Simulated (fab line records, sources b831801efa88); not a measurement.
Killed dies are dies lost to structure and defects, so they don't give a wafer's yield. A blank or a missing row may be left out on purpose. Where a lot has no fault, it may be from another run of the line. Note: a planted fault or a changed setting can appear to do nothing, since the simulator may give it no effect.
Chamber matching ; flow gf180mcu ; cmp-01 running GF_V5_CMP_26: 4 sister chambers
The step polishes, stops on SiO2, t overpolish 15 s, target thk 0 nm. 4 wafers are shown with their chamber, then 10 later ones without.

== EACH WAFER AND ITS CHAMBER ==
wafer;chamber;motor-current-A (A)
L291.3;3;9.9
L293.5;0;11.7
L292.1;2;11.0
L292.4;1;10.8

== WAFERS WITHOUT THEIR CHAMBER ==
wafer;motor-current-A (A)
L292.6;11.5
L294.1;9.6
L294.3;11.7
L294.5;12.0
L295.3;12.5
L295.4;10.5
L295.5;11.5
L297.2;11.4
L297.5;9.6
L297.6;11.6

== THE CHAMBER EACH PASSED THROUGH ==
wafer;from the rows above;in truth
L292.6;can't be placed: 0 or 2 or 1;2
L294.1;3;3
L294.3;0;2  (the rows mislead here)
L294.5;0;0
L295.3;0;0
L295.4;can't be placed: 1 or 2 or 3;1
L295.5;can't be placed: 0 or 2 or 1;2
L297.2;can't be placed: 0 or 2 or 1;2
L297.5;3;3
L297.6;can't be placed: 0 or 2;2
Correctly placed: 4 of 10. Not placeable from these rows: 5 (in 5, the candidates include the true chamber). 1 placed wrongly.
How it was worked out, from the rows above alone: a wafer's distance from a chamber is the root of the sum, over the readings, of the square of ((its reading less the chamber's mean) divided by the reading's scatter). The wafer belongs to the nearest chamber; if the next one is less than 2 further off, it can't be placed. For every chamber, the mean is computed from those of its wafers that are shown. The scatter: with one shown wafer a chamber, the root of the mean of the squares of how far each hidden wafer lies from its nearest shown one.
